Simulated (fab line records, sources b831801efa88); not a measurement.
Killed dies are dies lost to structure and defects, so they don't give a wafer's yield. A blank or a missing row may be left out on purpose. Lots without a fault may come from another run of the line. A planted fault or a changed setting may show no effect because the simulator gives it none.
One fault seen from 2 desks | flow sky130 | each desk has only its own numbers; what lay behind them comes last

THE METROLOGY DESK
What the gauges read, lot by lot, whatever tool the lot ran on: means of the sampled wafers that have a number. A lot is out of limits, marked OUT, if its mean lies more than 4 standard deviations from the usual mean; the brackets give that distance.
Columns: A = VIA1_W_RS at SKY_VIA1_RS_MEAS_22, usual 0.425 ohm/sq; B = VIA2_W_RS at SKY_VIA2_RS_MEAS_22, usual 0.273 ohm/sq; C = VIA2_W_THK at SKY_VIA2_THK_MEAS_23, usual 406 nm
lot  | first seen here | A     | B                | C
L679 | day 34 16:23    | 0.427 | 0.273            | 404
L683 | day 35 10:29    | 0.424 | 0.272            | 411
L684 | day 35 16:29    | 0.429 | 0.276            | 400
L688 | day 36 23:03    | 0.425 | 0.245 (-7.9) OUT | 410
L689 | day 37 08:40    | 0.422 | 0.271            | 403
L690 | day 37 17:46    | 0.428 | 0.186 (-25) OUT  | -
L691 | day 37 19:18    | 0.431 | 0.188 (-24) OUT  | -
L694 | day 38 12:44    | 0.423 | 0.277            | 406
L695 | day 39 00:40    | 0.430 | 0.271            | 406
L696 | day 39 01:33    | 0.426 | 0.273            | 404
L701 | day 40 14:08    | 0.420 | 0.273            | 411
This desk's finding: out of limits on L688, L690, L691; first on L688, day 39 05:20 (VIA2_W_RS at SKY_VIA2_RS_MEAS_22). In limits: L679, L683, L684, L689, L694, L695, L696, L701.

THE TOOL OWNER'S DESK: cvd_w-02
The tool's own readings at SKY_VIA2_CVD_21 (deposits W, target thk 420 nm, time 126.4 s): means of the sampled wafers that have a number, for each lot that ran on this tool. A lot is out of limits, marked OUT, if its mean lies more than 4 standard deviations from the usual mean; the brackets give that distance.
Columns: A = heater_power_w at SKY_VIA2_CVD_21, usual 932 W
lot  | first seen here | A
L679 | day 36 23:56    | 982
L684 | day 37 23:13    | 962
L688 | day 39 05:11    | 989
L690 | day 39 22:44    | 925
L691 | day 40 00:46    | 939
This desk's finding: nothing out of limits on any of the 5 lots.

PUT TOGETHER
The metrology desk could have raised an alarm at day 39 05:20, on L688, L690, L691.
The tool owner's desk saw nothing out of limits.
The tool owner's desk has L688, L690, L691 on record, within its limits.
Of the lots named, all ran SKY_VIA2_CVD_21 on cvd_w-02.

WHAT THE SIMULATOR HAD PUT IN
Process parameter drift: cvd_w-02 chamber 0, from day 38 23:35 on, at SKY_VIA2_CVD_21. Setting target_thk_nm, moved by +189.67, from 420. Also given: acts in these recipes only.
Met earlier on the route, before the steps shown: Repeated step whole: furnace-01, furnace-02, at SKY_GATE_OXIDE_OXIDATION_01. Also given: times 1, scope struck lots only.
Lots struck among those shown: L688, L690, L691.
Hours from the fault's start to each desk's first reading out of limits: the metrology desk, 6.
